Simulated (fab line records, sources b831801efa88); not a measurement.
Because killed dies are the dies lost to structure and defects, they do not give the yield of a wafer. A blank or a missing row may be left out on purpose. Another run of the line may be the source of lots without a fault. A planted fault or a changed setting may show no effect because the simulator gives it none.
Which tool is to blame?	flow gf180mcu	Sampling: 12 lots, 36 wafers, 4 of 602 route steps

## WHAT THE GAUGES SHOWED, per wafer
GF_PASSIVATION_THK_MEAS_03. Usual: PASSIVATION_CVD_02_THK 702 nm, standard deviation 9.5.
lot	measured	on	PASSIVATION_CVD_02_THK (nm)	flag
L882	day 28 20:25	filmMetro-01	690 698 703	
L881	day 28 21:15	filmMetro-03	697 717 720	
L885	day 29 15:37	filmMetro-03	699 704 709	
L886	day 29 20:04	filmMetro-02	698 697 709	
L887	day 30 09:20	filmMetro-03	712 718 722	
L888	day 30 15:06	filmMetro-03	692 710 697	
L890	day 31 03:44	filmMetro-01	708 698 709	
L895	day 32 10:32	filmMetro-03	703 700 702	
L900	day 33 17:43	filmMetro-03	687 694 697	
L901	day 33 20:02	filmMetro-01	688 690 703	
L902	day 33 22:31	filmMetro-03	685 689 689	
L903	day 34 06:38	filmMetro-01	682 692 700	

## TOOL THAT RAN EACH LOT (tool first, then ch and the chambers of the sampled wafers, then the start)
lot	GF_TOP_METAL_SPUTTER_01	GF_TOP_METAL_SPUTTER_04	GF_TOP_METAL_STRIP_17
L882	pvdSputter-04, day 28 00:22	pvdSputter-04, day 28 00:28	plasmaAsher-03 ch 1, day 28 19:25
L881	pvdSputter-02, day 28 00:40	pvdSputter-02, day 28 00:46	plasmaAsher-02 ch 0,1, day 28 20:16
L885	pvdSputter-03, day 28 19:09	pvdSputter-03, day 28 19:15	plasmaAsher-02 ch 0,1, day 29 14:37
L886	pvdSputter-03, day 29 00:00	pvdSputter-03, day 29 00:06	plasmaAsher-03 ch 0,1, day 29 19:04
L887	pvdSputter-03, day 29 13:03	pvdSputter-03, day 29 13:09	plasmaAsher-03 ch 1, day 30 08:20
L888	pvdSputter-04, day 29 19:05	pvdSputter-04, day 29 19:11	plasmaAsher-02 ch 0,1, day 30 14:08
L890	pvdSputter-03, day 30 08:29	pvdSputter-03, day 30 08:35	plasmaAsher-03 ch 0,1, day 31 02:46
L895	pvdSputter-03, day 31 16:36	pvdSputter-03, day 31 16:42	plasmaAsher-03 ch 0,1, day 32 09:34
L900	pvdSputter-02, day 33 01:08	pvdSputter-02, day 33 01:14	plasmaAsher-03 ch 0, day 33 16:46
L901	pvdSputter-02, day 33 02:47	pvdSputter-02, day 33 02:53	plasmaAsher-03 ch 0,1, day 33 19:02
L902	pvdSputter-04, day 33 06:00	pvdSputter-04, day 33 06:05	plasmaAsher-02 ch 0,1, day 33 21:33
L903	pvdSputter-02, day 33 13:56	pvdSputter-02, day 33 14:01	plasmaAsher-02 ch 0,1, day 34 05:41
- GF_TOP_METAL_SPUTTER_01: material TiN, target thk 30 nm, time 25 s.
- GF_TOP_METAL_SPUTTER_04: material TiN, target thk 25 nm, time 20.8 s.
- GF_TOP_METAL_STRIP_17: strips in O2/N2.

## AS READ BY THE TOOLS THEMSELVES (means over the sampled wafers that have a number; for cases with no such wafer, the mark the record gives instead)
GF_TOP_METAL_SPUTTER_01. Usual: cathodeDcPowerW 6500.1 W, standard deviation 1.1; throttleValvePct 30.0 %, standard deviation 1.2.
lot	tool	cathodeDcPowerW (W)	throttleValvePct (%)	flag
L882	pvdSputter-04	6500.4	29.7	
L881	pvdSputter-02	6500.4	31.3	
L885	pvdSputter-03	6499.1	29.8	
L886	pvdSputter-03	6500.4	29.9	
L887	pvdSputter-03	6499.8	29.8	
L888	pvdSputter-04	6499.5	29.0	
L890	pvdSputter-03	6499.1	29.7	
L895	pvdSputter-03	6500.8	30.1	
L900	pvdSputter-02	6499.9	29.9	
L901	pvdSputter-02	6500.2	29.0	
L902	pvdSputter-04	6499.3	29.3	
L903	pvdSputter-02	6500.6	30.0	

GF_TOP_METAL_SPUTTER_04. Usual: cathodeDcPowerW 6499.8 W, standard deviation 1.1; throttleValvePct 30.0 %, standard deviation 1.2.
lot	tool	cathodeDcPowerW (W)	throttleValvePct (%)	flag
L882	pvdSputter-04	6499.4	29.7	
L881	pvdSputter-02	6500.0	31.4	
L885	pvdSputter-03	6499.4	29.9	
L886	pvdSputter-03	6499.9	29.8	
L887	pvdSputter-03	6500.2	29.7	
L888	pvdSputter-04	6499.6	28.8	
L890	pvdSputter-03	6499.2	29.8	
L895	pvdSputter-03	6499.0	30.1	
L900	pvdSputter-02	6500.7	30.0	
L901	pvdSputter-02	6500.1	29.1	
L902	pvdSputter-04	6500.1	29.1	
L903	pvdSputter-02	6499.8	30.0	

GF_TOP_METAL_STRIP_17. Usual: drypumpMotorCurrentA 5.25 A, standard deviation 0.28; heaterPowerW 350 W, standard deviation 32; oesProductAu 0.710 a.u., standard deviation 0.0045; stripTimeToEndpointS 12.97 s, standard deviation 0.084.
lot	tool	drypumpMotorCurrentA (A)	heaterPowerW (W)	oesProductAu (a.u.)	stripTimeToEndpointS (s)	flag
L882	plasmaAsher-03	4.96	343	0.708	12.94	
L881	plasmaAsher-02	5.51	344	0.711	12.96	
L885	plasmaAsher-02	5.54	351	0.710	12.95	
L886	plasmaAsher-03	4.99	344	0.711	12.91	
L887	plasmaAsher-03	4.98	351	0.710	12.98	
L888	plasmaAsher-02	5.51	348	0.709	12.85	
L890	plasmaAsher-03	4.97	344	0.708	13.01	
L895	plasmaAsher-03	4.97	342	0.710	12.95	
L900	plasmaAsher-03	5.03	330	0.713	13.08	
L901	plasmaAsher-03	4.98	343	0.709	12.95	
L902	plasmaAsher-02	5.52	374	0.708	13.05	
L903	plasmaAsher-02	5.56	373	0.710	13.03	

## THE ANSWER, worked out from the rows above alone
Rule: a lot counts as off when the mean over its wafers that have a number is more than 3 standard deviations away from the usual mean. Also off: a lot with no number at a reading for which 4 or more lots have one. Where the step has rows for the other lots, those lots are counted as sound. After the gauges, taken in route order, come the tools' own readings; for these a lot's mean is taken, as printed above. At the first step where some lot is off, the reading lying furthest off is the one used; lots without a number count as furthest.
Across all readings shown, no lot is off: no conclusion can be drawn from this.

## WHAT THE SIMULATOR HAD INSERTED
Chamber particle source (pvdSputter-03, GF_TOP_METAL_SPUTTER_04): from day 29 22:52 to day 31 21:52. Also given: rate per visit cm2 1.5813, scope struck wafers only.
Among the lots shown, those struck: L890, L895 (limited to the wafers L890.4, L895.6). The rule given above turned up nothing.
